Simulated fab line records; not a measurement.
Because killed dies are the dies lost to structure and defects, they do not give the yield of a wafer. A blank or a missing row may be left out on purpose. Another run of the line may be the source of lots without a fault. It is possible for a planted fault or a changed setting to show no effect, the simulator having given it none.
Chamber matching	flow sky130	rie si-02 running SKY_POLY_GATE_ETCH_17: 4 sister chambers
The step etches poly-Si in HBr/Cl2, stops on SiO2, target depth 180 nm, time 70.5 s. 4 wafers are shown with their chamber, then 7 later ones without.

== WAFERS WITH THEIR CHAMBER ==
wafer	chamber	drypump motor current A (A)
L183.1	2	5.4
L183.4	0	6.3
L188.1	1	5.8
L188.4	3	6.8

== WAFERS WITH NO CHAMBER GIVEN ==
wafer	drypump motor current A (A)
L188.6	6.3
L194.4	6.3
L194.5	6.8
L194.6	5.4
L198.2	5.4
L198.3	5.7
L198.4	6.7

== WHICH CHAMBER EACH ONE RAN IN ==
wafer	from the rows above	in truth
L188.6	0	0
L194.4	0	0
L194.5	3	3
L194.6	2	2
L198.2	2	2
L198.3	1	1
L198.4	3	3
7 of 7 placed correctly. Left unplaced by these rows: 0. Wrongly placed: 0.
How it was worked out, from the rows above alone: a wafer's distance from a chamber is the root of the sum, over the readings, of the square of ((its reading less the chamber's mean) divided by the reading's scatter). If the next closest chamber is less than 2 further off than the closest, the wafer can't be placed; otherwise it belongs to the closest. Each chamber's mean is taken over the wafers shown for it. The scatter (one wafer shown for each chamber): square how far every hidden wafer sits from the nearest shown wafer, average those squares and take the square root.
